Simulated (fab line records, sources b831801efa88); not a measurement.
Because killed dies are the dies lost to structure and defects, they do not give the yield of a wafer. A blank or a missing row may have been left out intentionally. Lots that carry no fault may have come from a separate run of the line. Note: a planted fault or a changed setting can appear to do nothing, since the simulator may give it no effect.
Which tool was responsible?    flow gf180mcu    12 lots with 35 wafers sampled at 3 steps, on a route of 602 steps

== WHAT THE GAUGES SHOWED, per wafer ==
GF_V4_RS_MEAS_24: measures by four-point-probe. Usual: V4_W_RS 0.329 ohm/sq, standard deviation 0.0038.
lot   measured      on             V4_W_RS (ohm/sq)   flag
L881  day 24 11:06  film_metro-02  0.329 0.328 0.331  
L882  day 24 20:14  film_metro-04  0.336 0.326 0.334  
L884  day 25 12:54  film_metro-01  0.329 0.328 0.324  
L887  day 26 10:59  film_metro-04  0.336 0.333 0.332  
L889  day 27 06:22  film_metro-02  0.328 0.323 0.326  
L892  day 28 01:26  film_metro-01  0.337 0.327 0.333  
L894  day 28 16:40  film_metro-02  0.355 0.358        OFF
L895  day 29 00:24  film_metro-04  0.336 0.329 0.331  
L896  day 29 09:13  film_metro-01  0.327 0.327 0.323  
L898  day 29 18:49  film_metro-04  0.335 0.330 0.325  
L899  day 30 02:49  film_metro-01  0.333 0.334 0.335  
L900  day 30 06:14  film_metro-04  0.324 0.329 0.323  

GF_V4_THK_MEAS_25: measures by xrf. Usual: V4_W_THK 351 nm, standard deviation 5.6.
lot   measured      on             V4_W_THK (nm)  flag
L881  day 24 11:12  film_metro-02  347 350 348    
L882  day 24 20:21  film_metro-04  344 355 346    
L884  day 25 13:01  film_metro-01  356 360 362    
L887  day 26 11:05  film_metro-04  344 349 352    
L889  day 27 06:28  film_metro-02  349 356 349    
L892  day 28 01:34  film_metro-01  344 356 350    
L894  day 28 16:47  film_metro-02  322 320        OFF
L895  day 29 00:31  film_metro-04  345 352 351    
L896  day 29 09:18  film_metro-01  357 356 361    
L898  day 29 18:56  film_metro-04  344 349 355    
L899  day 30 02:56  film_metro-01  347 348 348    
L900  day 30 06:22  film_metro-04  356 351 358    

== TOOL THAT RAN EACH LOT (tool first, then ch and the chambers of the sampled wafers, then the start) ==
lot   GF_V4_CVD_23
L881  cvd_w-01 ch 0,1, day 24 10:59
L882  cvd_w-02 ch 0,1, day 24 20:07
L884  cvd_w-02 ch 0,1, day 25 12:47
L887  cvd_w-02 ch 0,1, day 26 10:51
L889  cvd_w-01 ch 0,1, day 27 06:15
L892  cvd_w-02 ch 0,1, day 28 01:20
L894  cvd_w-02 ch 1, day 28 16:29
L895  cvd_w-01 ch 0,1, day 29 00:17
L896  cvd_w-01 ch 0,1, day 29 09:05
L898  cvd_w-01 ch 0,1, day 29 18:43
L899  cvd_w-01 ch 1, day 30 02:41
L900  cvd_w-01 ch 0,1, day 30 06:08
- GF_V4_CVD_23: deposits W, target thk 350 nm, time 104.9 s.

== WHAT THE TOOLS THEMSELVES READ (means of the sampled wafers that have a number; where no wafer has one, the mark that the record gives instead) ==
GF_V4_CVD_23. Usual: chamber_pressure_Torr 40.00 Torr, standard deviation 0.087; heater_power_w 893 W, standard deviation 71.
lot   tool      chamber_pressure_Torr (Torr)  heater_power_w (W)  flag
L881  cvd_w-01  39.91                         874                 
L882  cvd_w-02  40.03                         892                 
L884  cvd_w-02  40.09                         884                 
L887  cvd_w-02  39.93                         875                 
L889  cvd_w-01  40.02                         956                 
L892  cvd_w-02  39.96                         880                 
L894  cvd_w-02  36.20                         854                 OFF
L895  cvd_w-01  40.06                         933                 
L896  cvd_w-01  40.01                         877                 
L898  cvd_w-01  40.01                         883                 
L899  cvd_w-01  39.91                         816                 
L900  cvd_w-01  40.01                         935                 

== THE ANSWER, worked out from the rows above alone ==
Rule: a lot is off if the mean of its wafers that have a number lies more than 3 standard deviations from the usual mean. Also off: a lot with no number at a reading for which 4 or more lots have one. Any other lot the step has rows for is counted as sound. The gauges are gone through in route order, then the tools' own readings, and for those a lot's mean is taken as printed above. The first step at which some lot is off is used, and at that step the reading that is off furthest; a lot without a number counts as furthest.
Off: L894, at GF_V4_RS_MEAS_24 (V4_W_RS).
If a tool, at a process step before that reading, ran all the lots that are off and no sound lot after the first of them, it fits. Not tried: the gauges at GF_V4_RS_MEAS_24; whatever is off there is also off at GF_V4_CVD_23, on other tools, and gauge error can't account for it. One fits: cvd_w-02 at GF_V4_CVD_23. A fault onset in the window from L892 (day 28 01:20, its last sound lot) to L894 (day 28 16:29, its first lot off) fits.
The tool's own readings at GF_V4_CVD_23 bear it out: on the lots that are off they differ by more than 5 times the standard deviation of the sound lots' means. chamber_pressure_Torr reads 36.20 Torr there against 39.99 Torr on the sound lots.

== WHAT WAS PUT IN BY THE SIMULATOR ==
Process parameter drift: cvd_w-02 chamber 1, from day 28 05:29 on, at GF_V4_CVD_23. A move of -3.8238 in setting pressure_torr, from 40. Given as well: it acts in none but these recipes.
Shown lots that were struck: L894. The rule given above showed the same thing.
